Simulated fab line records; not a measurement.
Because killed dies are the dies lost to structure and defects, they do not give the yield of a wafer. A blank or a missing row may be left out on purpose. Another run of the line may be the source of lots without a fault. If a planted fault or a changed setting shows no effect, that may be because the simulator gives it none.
Problem report, 8D (eight disciplines) form, completed by code / flow gf180mcu / the parts of the form that need people (team, actions taken, sign-off) are left out

1. WHAT WENT WRONG
Mean of cathode-dc-power-W at GF_M4_SPUTTER_00: 4102.3 W across 2 wafers in 2 lots; on wafers with no fault it is 4000.0 W (standard deviation 0.75). That is +99 or more standard deviations from the usual mean.
The step: material Ti, target thk 37.5 nm, time 150 s.
Seen first at day 28 22:11 on pvd-sputter-03, wafer L881.3. The record holds 36 wafers of 12 lots with a number at this step. Rule for "out", or "out of limits": more than 4 standard deviations from the usual mean. Any other wafer with a number is counted as sound.

2. WHAT THIS IS AND IS NOT
question=which readings at this step | is=cathode-dc-power-W | is not=throttle-valve-pct
question=which lots | is=L881, L887 | is not=L867, L868, L869, L871, L872, L873, L874, L875, L876, L878
question=which wafers of those lots | is=L881.3, L887.4 | is not=L881.1, L881.2, L887.1, L887.6
question=read on which tools | is=pvd-sputter-03 | is not=pvd-sputter-01, pvd-sputter-04
question=when | is=from day 28 22:11 | is not=up to then (32 sound wafers); but 2 sound wafers of L887 came after

3. THE SUSPECTS, EACH WITH WHAT RULES IT OUT
Counting: any tool at a process step up to the reading remains a suspect provided it ran every lot that is out. Sound lots after the first of them don't rule it out here, since some wafers of a struck lot are sound.
- rie-diel-02 at GF_V3_ETCH_16 (etches BARC in N2/H2): kept. Ran every lot that is out, first one L881 (day 28 20:50); last sound lot up to then L875 (day 25 19:49).
- pvd-sputter-03 at GF_M4_SPUTTER_00 (material Ti, target thk 37.5 nm, time 150 s): kept. Ran every lot that is out, first one L881 (day 28 22:11); last sound lot up to then L876 (day 26 13:39). Its own cathode-dc-power-W readings are out on those wafers.
After counting, rie-diel-02 at GF_V3_ETCH_16 and pvd-sputter-03 at GF_M4_SPUTTER_00 remain.

4. THE CAUSE (what the simulator had put in)
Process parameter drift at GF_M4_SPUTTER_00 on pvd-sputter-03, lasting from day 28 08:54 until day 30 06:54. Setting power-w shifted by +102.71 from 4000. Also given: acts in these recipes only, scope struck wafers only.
Counting leaves 2 suspects; this tool is one of them.

5. THE EFFECT CHAIN, in route order
Each row: a reading whose mean over the struck wafers that have a number lies more than 3 standard deviations from the usual. Scope: only readings with a usual standard deviation given in the record; hours: median across lots of the time from each lot's start at the first step in this table that gives one to its start at this step; sigmas: change in usual standard deviations.
hours=0; step=GF_M4_SPUTTER_00; reading=cathode-dc-power-W; usual=4000.0 W; on struck wafers=4102.3; change=+102.3; sigmas=+99 or more
Process steps it contains:
- GF_M4_SPUTTER_00: material Ti, target thk 37.5 nm, time 150 s.

6. HOW IT WOULD HAVE BEEN CAUGHT EARLIER
The fault began at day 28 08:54; the first out-of-limits reading in this record came at day 28 22:11, 13 hours later.
